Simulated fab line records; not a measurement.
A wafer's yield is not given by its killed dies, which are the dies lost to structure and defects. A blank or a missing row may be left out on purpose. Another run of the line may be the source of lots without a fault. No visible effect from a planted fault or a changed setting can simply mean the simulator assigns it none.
Which of the tools did it? + flow sky130 + 6 lots (18 wafers sampled), 1 step of a 708-step route

## WHAT EACH GAUGE READ, for each wafer
SKY_VIA1_BOW_MEAS_03.
| lot  | measured     | on            | VIA1_BOW (um) |
|------|--------------|---------------|---------------|
| L711 | day 33 20:58 | film metro-02 | 83 83 86      |
| L713 | day 34 19:43 | film metro-02 | 75 82 94      |
| L715 | day 35 17:20 | film metro-03 | 95 100 77     |
| L719 | day 36 13:09 | film metro-02 | 77 91 81      |
| L725 | day 38 10:09 | film metro-04 | 87 78 70      |
| L729 | day 40 00:43 | film metro-03 | 77 72 79      |

## WHAT TOOL EACH LOT RAN ON (gives the tool, then ch and the chambers of the sampled wafers, and finally the start)
There is no process step in the record ahead of these readings.

## THE ANSWER, worked out from the rows above alone
Rule: the lots themselves supply what counts as usual. The widest of any qualifying gaps counts: lots, ordered by their means at a reading, are off when they make up no more than a third of the lots, leave a main group of 4 or more, and stand apart from it by 3 or more times the standard deviation of that group's means. Not used: any main group whose means are identical at the precision the tables above print for the reading. A lot without any number at a reading at which 4 lots or more have one is off too. The other lots that the step has rows for count as sound.
None of the lots is off at any reading shown; this tells nothing.

## WHAT HAD BEEN PUT IN BY THE SIMULATOR
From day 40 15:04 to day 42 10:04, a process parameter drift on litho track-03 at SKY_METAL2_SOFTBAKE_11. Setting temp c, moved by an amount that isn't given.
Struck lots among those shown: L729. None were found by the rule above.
